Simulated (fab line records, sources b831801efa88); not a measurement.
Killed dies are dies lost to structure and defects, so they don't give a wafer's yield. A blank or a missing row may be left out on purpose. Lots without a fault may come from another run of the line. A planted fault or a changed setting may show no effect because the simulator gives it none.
Which tool did it? | flow sky130 | 11 lots, 33 wafers sampled, at 4 steps of a route of 708

WHAT THE GAUGES READ, wafer by wafer
SKY_SD_P_CD_MEAS_07: target cd 380 nm.
lot  | measured     | on        | cd_nm (nm)
L436 | day 27 03:38 | cd_sem-01 | 380.6 380.0 380.3
L440 | day 27 04:50 | cd_sem-02 | 379.2 380.1 379.1
L444 | day 28 12:02 | cd_sem-01 | 381.9 383.4 380.0
L446 | day 29 01:49 | cd_sem-02 | 382.8 382.6 382.3
L445 | day 29 02:08 | cd_sem-01 | 380.7 378.8 379.0
L449 | day 31 08:19 | cd_sem-01 | 377.1 376.6 377.5
L452 | day 31 14:46 | cd_sem-01 | 416.4 414.2 418.3
L454 | day 31 23:40 | cd_sem-02 | 418.5 418.7 418.4
L457 | day 33 06:08 | cd_sem-02 | 378.0 376.1 378.8
L458 | day 33 08:52 | cd_sem-01 | 381.8 380.6 382.9
L459 | day 33 14:28 | cd_sem-01 | 383.0 380.0 380.1

SKY_SD_N_TW_MEAS_12.
lot  | measured     | on            | SD_N_TW
L436 | day 29 12:41 | film_metro-02 | 3952 3989 3990
L440 | day 29 14:49 | film_metro-04 | 4083 4053 4068
L444 | day 30 21:44 | film_metro-02 | 3948 3966 3951
L446 | day 31 10:16 | film_metro-01 | 3910 3928 3921
L445 | day 31 11:11 | film_metro-01 | 3941 3911 3932
L449 | day 33 15:57 | film_metro-04 | 4080 4095 4053
L452 | day 33 21:49 | film_metro-02 | 3952 3975 3948
L454 | day 34 05:06 | film_metro-02 | 3973 3964 3957
L457 | day 35 11:02 | film_metro-01 | 3889 3908 3876
L458 | day 35 14:52 | film_metro-02 | 3975 3957 3945
L459 | day 35 19:55 | film_metro-02 | 3949 3920 3918

WHICH TOOL RAN EACH LOT (tool, then ch and the chambers of the sampled wafers, then the start)
lot  | SKY_SD_P_COAT_02                  | SKY_SD_P_STRIP_10
L436 | litho_track-03 ch 0, day 26 12:04 | plasma_asher-04 ch 0,1, day 27 03:56
L440 | litho_track-01 ch 0, day 26 13:43 | plasma_asher-02 ch 0,1, day 27 05:09
L444 | litho_track-03 ch 0, day 27 22:10 | plasma_asher-01 ch 0,1, day 28 12:21
L446 | litho_track-01 ch 0, day 28 11:11 | plasma_asher-04 ch 0,1, day 29 02:06
L445 | litho_track-02 ch 0, day 28 11:29 | plasma_asher-01 ch 0,1, day 29 02:26
L449 | litho_track-03 ch 0, day 30 17:52 | plasma_asher-01 ch 0,1, day 31 08:41
L452 | litho_track-03 ch 0, day 31 00:31 | plasma_asher-04 ch 0,1, day 31 15:04
L454 | litho_track-03 ch 0, day 31 08:58 | plasma_asher-04 ch 0,1, day 31 23:58
L457 | litho_track-01 ch 0, day 32 16:16 | plasma_asher-02 ch 0,1, day 33 06:26
L458 | litho_track-01 ch 0, day 32 19:40 | plasma_asher-02 ch 0,1, day 33 09:10
L459 | litho_track-01 ch 0, day 33 00:43 | plasma_asher-04 ch 0,1, day 33 14:46
- SKY_SD_P_COAT_02: resist thk 1140 nm.
- SKY_SD_P_STRIP_10: strips in O2/N2.

WHAT THE TOOLS THEMSELVES READ (means of the sampled wafers that have a number; where no wafer has one, the mark that the record gives instead)
SKY_SD_P_COAT_02.
lot  | tool           | resist_line_temp_C (C)
L436 | litho_track-03 | 23.03
L440 | litho_track-01 | 22.89
L444 | litho_track-03 | 22.93
L446 | litho_track-01 | 22.91
L445 | litho_track-02 | 22.99
L449 | litho_track-03 | 23.08
L452 | litho_track-03 | 23.00
L454 | litho_track-03 | 23.00
L457 | litho_track-01 | 23.07
L458 | litho_track-01 | 22.83
L459 | litho_track-01 | 23.10

SKY_SD_P_STRIP_10.
lot  | tool            | drypump_motor_current_A (A) | n2_flow_sccm (sccm) | oes_product_au (a.u.) | strip_time_to_endpoint_s (s)
L436 | plasma_asher-04 | 5.5                         | 299.3               | 0.621                 | 17.43
L440 | plasma_asher-02 | 5.8                         | 300.9               | 0.623                 | 17.54
L444 | plasma_asher-01 | 5.2                         | 300.5               | 0.621                 | 17.41
L446 | plasma_asher-04 | 5.5                         | 300.4               | 0.618                 | 17.45
L445 | plasma_asher-01 | 5.2                         | 299.9               | 0.624                 | 17.40
L449 | plasma_asher-01 | 5.5                         | 300.9               | 0.617                 | 17.48
L452 | plasma_asher-04 | 5.5                         | 300.3               | 0.583                 | 13.40
L454 | plasma_asher-04 | 5.5                         | 300.1               | 0.587                 | 13.41
L457 | plasma_asher-02 | 5.6                         | 300.7               | 0.619                 | 17.38
L458 | plasma_asher-02 | 5.8                         | 298.9               | 0.613                 | 17.38
L459 | plasma_asher-04 | 5.3                         | 299.6               | 0.620                 | 17.42

THE ANSWER, worked out from the rows above alone
Rule: what is usual is taken from the lots themselves. Put in order of their means at a reading, lots are off if they are a third of the lots or fewer, leave a main group of 4 or more, and stand apart from it by a gap of 3 or more times the standard deviation of the main group's means; of several such gaps the widest counts. A main group whose means are all the same, to the digits that the tables above print for the reading, isn't used. A lot without any number at a reading at which 4 lots or more have one is off too. The other lots that the step has rows for count as sound. The gauges are gone through in route order, then the tools' own readings, and for those a lot's mean is taken as printed above. The first step at which some lot is off is used, and at that step the reading that is off furthest; a lot without a number counts as furthest.
Off: L452, L454, at SKY_SD_P_CD_MEAS_07 (cd_nm). The main group: mean 380.1 nm, standard deviation 1.8.
A tool fits if, at a process step before that reading, it ran every lot that is off, and no sound lot after the first of them. The gauges at SKY_SD_P_CD_MEAS_07 aren't tried: what is off there is off at SKY_SD_P_STRIP_10 too, on other tools, and a gauge's error can't cause that. One fits: litho_track-03 at SKY_SD_P_COAT_02. Its last sound lot is L449 (day 30 17:52), its first lot that is off L452 (day 31 00:31): a fault that began between those two fits.

WHAT THE SIMULATOR HAD PUT IN
Process parameter drift: litho_track-03, from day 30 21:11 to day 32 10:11, at SKY_SD_P_COAT_02. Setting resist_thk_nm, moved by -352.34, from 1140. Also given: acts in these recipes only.
Lots struck among those shown: L452, L454. The rule above found the same.
